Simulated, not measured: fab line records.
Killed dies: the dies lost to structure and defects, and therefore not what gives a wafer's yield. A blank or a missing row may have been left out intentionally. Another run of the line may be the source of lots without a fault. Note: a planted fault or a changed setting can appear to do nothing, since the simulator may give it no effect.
Tool commonality check	flow sky130	13 lots and 39 wafers in the sample

## WHY IT WAS OPENED
1 of 13 lots carry a flag on the reading LDD_HVP_TW at SKY_LDD_HVP_TW_MEAS_10. Wafers without a fault read 460, standard deviation 3.7.
Rule: a lot gets a flag if all its wafers with a number sit over 4 standard deviations from that mean, or if no wafer of it has a number. The other lots count as sound.

lot	measured	on	LDD_HVP_TW, wafer by wafer	flag
L398	day 22 00:50	film_metro-01	462 462 462	
L399	day 22 13:45	film_metro-03	455 455 455	
L402	day 23 18:31	film_metro-03	454 453 454	
L404	day 24 12:49	film_metro-04	464 467 464	
L405	day 24 16:43	film_metro-01	30 30 30	FLAGGED
L408	day 25 21:35	film_metro-04	463 464 462	
L410	day 26 10:28	film_metro-01	461 460 456	
L414	day 28 04:21	film_metro-03	455 458 456	
L415	day 28 04:58	film_metro-04	462 465 459	
L417	day 28 14:23	film_metro-03	457 457 454	
L418	day 29 02:20	film_metro-01	461 461 460	
L419	day 29 05:56	film_metro-03	456 454 456	
L420	day 29 18:09	film_metro-01	459 457 458	
The numbers of the flagged lots are 30 on average: -430 against the usual, or -99 or more standard deviations.

## WHICH TOOL RAN EACH LOT
The record holds 1 process step before the reading, out of a route of 708 steps. Every cell lists first the tool, next ch and the chambers used by the sampled wafers, and last the start.
lot	flag	SKY_LDD_HVP_EXPOSE_04
L398		iline_stepper-01 ch 0, day 21 09:55
L399		iline_stepper-02 ch 0, day 21 21:59
L402		iline_stepper-02 ch 0, day 23 03:35
L404		iline_stepper-02 ch 0, day 23 21:48
L405	FLAGGED	iline_stepper-02 ch 0, day 24 01:44
L408		iline_stepper-02 ch 0, day 25 06:55
L410		iline_stepper-02 ch 0, day 25 19:25
L414		iline_stepper-02 ch 0, day 27 13:34
L415		iline_stepper-01 ch 0, day 27 14:37
L417		iline_stepper-02 ch 0, day 27 23:50
L418		iline_stepper-01 ch 0, day 28 11:44
L419		iline_stepper-02 ch 0, day 28 15:41
L420		iline_stepper-02 ch 0, day 29 03:59
What is done by these steps:
- SKY_LDD_HVP_EXPOSE_04: exposes mask HVPTM, target cd 700 nm.
- SKY_LDD_HVP_TW_MEAS_10

## FLAGGED OVER TOTAL, TOOL BY TOOL (the gauges that took the reading come last)
step	tool	lots run	flagged	share of the flagged lots	sound lots run after its first flagged lot
SKY_LDD_HVP_EXPOSE_04	iline_stepper-01	3	0	none	-
SKY_LDD_HVP_EXPOSE_04	iline_stepper-02	10	1	all	6 (L408,L410,L414,L417,L419,L420)
SKY_LDD_HVP_TW_MEAS_10	film_metro-01	5	1	all	3 (L410,L418,L420)
SKY_LDD_HVP_TW_MEAS_10	film_metro-03	5	0	none	-
SKY_LDD_HVP_TW_MEAS_10	film_metro-04	3	0	none	-

## WHAT THE TABLE PERMITS
Every flagged lot went through 2 rows of the table: iline_stepper-02 at SKY_LDD_HVP_EXPOSE_04 and film_metro-01 at SKY_LDD_HVP_TW_MEAS_10.
- iline_stepper-02 at SKY_LDD_HVP_EXPOSE_04 ran 10 lots, 1 of them flagged. Sound lots ran on it after the first flagged one (L408, L410, L414, L417, L419, L420), which a lasting fault on the whole tool wouldn't allow.
- film_metro-01 at SKY_LDD_HVP_TW_MEAS_10 ran 5 lots, 1 of them flagged. Sound lots ran on it after the first flagged one (L410, L418, L420), which a lasting fault on the whole tool wouldn't allow.
Every row of the table either missed a flagged lot or ran a sound lot after the first.

## WHAT THE SIMULATOR HAD PUT IN
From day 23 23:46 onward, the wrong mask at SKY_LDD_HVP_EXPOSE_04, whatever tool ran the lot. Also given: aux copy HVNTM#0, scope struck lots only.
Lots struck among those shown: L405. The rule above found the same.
